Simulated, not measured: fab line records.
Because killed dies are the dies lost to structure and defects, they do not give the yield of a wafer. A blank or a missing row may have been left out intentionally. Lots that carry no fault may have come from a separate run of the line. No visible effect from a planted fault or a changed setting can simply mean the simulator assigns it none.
Which tool did it?    flow gf180mcu    12 lots, 36 wafers sampled, at 6 steps of a route of 602

== WHAT THE GAUGES READ, wafer by wafer ==
GF_NSD_CD_MEAS_07 targets a cd of 400 nm.
lot   measured      on         cd_nm (nm)
L674  day 13 03:56  cd_sem-01  397.9 398.5 399.9
L677  day 14 13:19  cd_sem-02  399.9 401.8 402.2
L679  day 15 09:12  cd_sem-01  398.6 400.5 400.2
L678  day 15 11:51  cd_sem-02  397.4 399.0 399.2
L681  day 16 02:54  cd_sem-02  396.0 396.8 396.3
L683  day 17 06:45  cd_sem-01  399.8 397.9 400.4
L685  day 17 12:22  cd_sem-01  403.0 404.0 404.0
L687  day 18 05:16  cd_sem-02  394.2 395.7 397.3
L691  day 19 06:38  cd_sem-02  401.0 401.6 401.4
L692  day 19 17:30  cd_sem-01  399.0 399.0 398.4
L693  day 19 22:55  cd_sem-01  399.3 398.0 398.7
L696  day 20 21:36  cd_sem-01  400.0 399.5 401.2

GF_PSD_RS_MEAS_14: measures by four-point-probe.
lot   measured      on             NSD_RS (ohm/sq)
L674  day 14 00:50  film_metro-01  46.10 46.24 46.18
L677  day 15 12:05  film_metro-01  46.11 46.28 46.19
L679  day 16 08:27  film_metro-01  46.09 46.19 46.12
L678  day 16 10:57  film_metro-02  46.07 46.11 46.04
L681  day 17 02:36  film_metro-04  46.14 46.27 46.14
L683  day 18 07:01  film_metro-04  46.02 46.21 46.10
L685  day 18 21:55  film_metro-04  46.23 46.21 46.22
L687  day 19 05:16  film_metro-02  46.16 46.13 46.10
L691  day 20 07:44  film_metro-04  46.18 46.09 46.31
L692  day 20 19:08  film_metro-04  48.51 48.41 48.54
L693  day 20 23:44  film_metro-01  48.56 48.68 48.68
L696  day 21 22:41  film_metro-02  46.12 46.19 46.08

GF_PSD_RS_MEAS_15: measures by four-point-probe.
lot   measured      on             PSD_RS (ohm/sq)
L674  day 14 00:58  film_metro-01  108.40 108.70 108.59
L677  day 15 12:13  film_metro-01  109.13 109.05 109.13
L679  day 16 08:34  film_metro-01  108.54 108.65 108.61
L678  day 16 11:04  film_metro-02  108.28 108.24 108.27
L681  day 17 02:43  film_metro-04  108.58 108.89 108.40
L683  day 18 07:08  film_metro-04  108.52 108.18 108.61
L685  day 18 22:02  film_metro-04  108.41 108.65 108.61
L687  day 19 05:23  film_metro-02  108.75 108.61 108.50
L691  day 20 07:51  film_metro-04  109.17 108.52 109.25
L692  day 20 19:16  film_metro-04  120.86 120.87 120.92
L693  day 20 23:52  film_metro-01  121.02 121.13 121.33
L696  day 21 22:48  film_metro-02  108.46 108.46 108.72

GF_SALICIDE_RS_MEAS_04: measures by four-point-probe.
lot   measured      on             SALICIDE_TIN_RS (ohm/sq)
L674  day 14 22:03  film_metro-03  16.5 16.8 16.6
L677  day 16 10:51  film_metro-03  16.8 16.7 16.7
L679  day 17 07:37  film_metro-01  16.6 16.6 16.6
L678  day 17 09:57  film_metro-01  16.6 16.6 16.6
L681  day 18 01:41  film_metro-01  16.6 16.8 16.7
L683  day 19 07:02  film_metro-03  16.2 16.4 16.6
L685  day 19 22:49  film_metro-01  16.8 16.6 16.7
L687  day 20 06:29  film_metro-04  16.3 16.8 16.5
L691  day 21 08:22  film_metro-04  15.8 16.1 16.4
L692  day 21 19:59  film_metro-03  16.2 15.9 16.0
L693  day 21 23:57  film_metro-04  15.8 16.0 16.2
L696  day 22 22:33  film_metro-04  16.1 16.3 16.1

== EACH LOT AND THE TOOL THAT RAN IT (in order: tool; ch and the chambers of the sampled wafers; start) ==
lot   GF_PSD_RTA_13                     GF_SAB_STRIP_13
L674  rtp_anneal-01 ch 0, day 14 00:45  plasma_asher-01 ch 0,1, day 14 21:47
L677  rtp_anneal-02 ch 0, day 15 12:01  plasma_asher-01 ch 0,1, day 16 10:37
L679  rtp_anneal-01 ch 0, day 16 08:22  plasma_asher-01 ch 0,1, day 17 07:22
L678  rtp_anneal-02 ch 0, day 16 10:52  plasma_asher-01 ch 0,1, day 17 09:43
L681  rtp_anneal-01 ch 0, day 17 02:26  plasma_asher-04 ch 0,1, day 18 01:27
L683  rtp_anneal-01 ch 0, day 18 06:56  plasma_asher-03 ch 0,1, day 19 06:48
L685  rtp_anneal-02 ch 0, day 18 21:50  plasma_asher-01 ch 0,1, day 19 22:33
L687  rtp_anneal-02 ch 0, day 19 05:10  plasma_asher-01 ch 0, day 20 06:13
L691  rtp_anneal-01 ch 0, day 20 07:38  plasma_asher-01 ch 0,1, day 21 08:07
L692  rtp_anneal-01 ch 0, day 20 19:03  plasma_asher-03 ch 0,1, day 21 19:44
L693  rtp_anneal-01 ch 0, day 20 23:39  plasma_asher-03 ch 0,1, day 21 23:43
L696  rtp_anneal-02 ch 0, day 21 22:36  plasma_asher-01 ch 0,1, day 22 22:19
- GF_PSD_RTA_13: time 20 s.
- GF_SAB_STRIP_13: strips in O2/N2.

== AS READ BY THE TOOLS THEMSELVES (means over the sampled wafers that have a number; for cases with no such wafer, the mark the record gives instead) ==
GF_PSD_RTA_13.
lot   tool           lamp_power_pct (%)  wafer_temp_C_max
L674  rtp_anneal-01  32.6                1027.7
L677  rtp_anneal-02  37.6                1028.8
L679  rtp_anneal-01  32.6                1027.6
L678  rtp_anneal-02  37.6                1029.0
L681  rtp_anneal-01  32.6                1028.5
L683  rtp_anneal-01  32.6                1027.6
L685  rtp_anneal-02  37.6                1029.7
L687  rtp_anneal-02  37.6                1030.0
L691  rtp_anneal-01  32.6                1027.6
L692  rtp_anneal-01  31.0                1008.4
L693  rtp_anneal-01  31.0                1008.8
L696  rtp_anneal-02  37.6                1029.1

GF_SAB_STRIP_13.
lot   tool             chamber_pressure_mTorr (mTorr)  drypump_motor_current_A (A)  heater_power_w (W)  o2_flow_sccm (sccm)  oes_product_au (a.u.)  strip_time_to_endpoint_s (s)
L674  plasma_asher-01  1499.2                          5.1                          309                 3000                 0.713                  12.71
L677  plasma_asher-01  1498.1                          5.1                          304                 3009                 0.708                  12.62
L679  plasma_asher-01  1500.5                          5.4                          284                 2999                 0.709                  12.59
L678  plasma_asher-01  1500.7                          5.1                          307                 3011                 0.710                  12.67
L681  plasma_asher-04  1500.8                          5.6                          307                 2997                 0.712                  12.63
L683  plasma_asher-03  1500.8                          5.6                          403                 3002                 0.707                  12.65
L685  plasma_asher-01  1499.6                          5.1                          309                 2993                 0.703                  12.62
L687  plasma_asher-01  1499.4                          4.8                          325                 3004                 0.707                  12.63
L691  plasma_asher-01  1499.7                          5.4                          283                 3000                 0.713                  12.68
L692  plasma_asher-03  1499.9                          5.6                          359                 3001                 0.708                  12.64
L693  plasma_asher-03  1498.3                          5.6                          398                 3002                 0.710                  12.57
L696  plasma_asher-01  1501.3                          5.4                          285                 2999                 0.710                  12.64

== THE ANSWER, worked out from the rows above alone ==
Rule: the usual values come from the lots themselves. Put in order of their means at a reading, lots are off if they are a third of the lots or fewer, leave a main group of 4 or more, and stand apart from it by a gap of 3 or more times the standard deviation of the main group's means; of several such gaps the widest counts. The tables above print the reading to a certain number of digits; a main group whose means all agree to those digits is not used. A lot without any number at a reading at which 4 lots or more have one is off too. The other lots that the step has rows for count as sound. Order of review: gauges by route order, followed by the tools' own readings, for which a lot's mean as printed above is used. The first step at which some lot is off is used, and at that step the reading that is off furthest; a lot without a number counts as furthest.
Off: L692, L693, at GF_PSD_RS_MEAS_14 (NSD_RS). The main group has a mean of 46.15 ohm/sq with a standard deviation of 0.043.
A tool fits if, at a process step before that reading, it ran every lot that is off, and no sound lot after the first of them. Not tried: the gauges at GF_PSD_RS_MEAS_14; whatever is off there is also off at GF_PSD_RTA_13, on other tools, and gauge error can't account for it. One fits: GF_PSD_RTA_13 on rtp_anneal-01. A fault onset in the window from L691 (day 20 07:38, its last sound lot) to L692 (day 20 19:03, its first lot off) fits.
The tool's own readings at GF_PSD_RTA_13 bear it out: on the lots that are off they differ by more than 5 times the standard deviation of the sound lots' means. wafer_temp_C_max reads 1008.6 there against 1028.6 on the sound lots.

== WHAT THE SIMULATOR PUT IN ==
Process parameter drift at GF_PSD_RTA_13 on rtp_anneal-01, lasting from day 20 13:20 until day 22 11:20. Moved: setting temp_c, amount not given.
Lots struck among those shown: L692, L693. This agrees with what the rule above found.
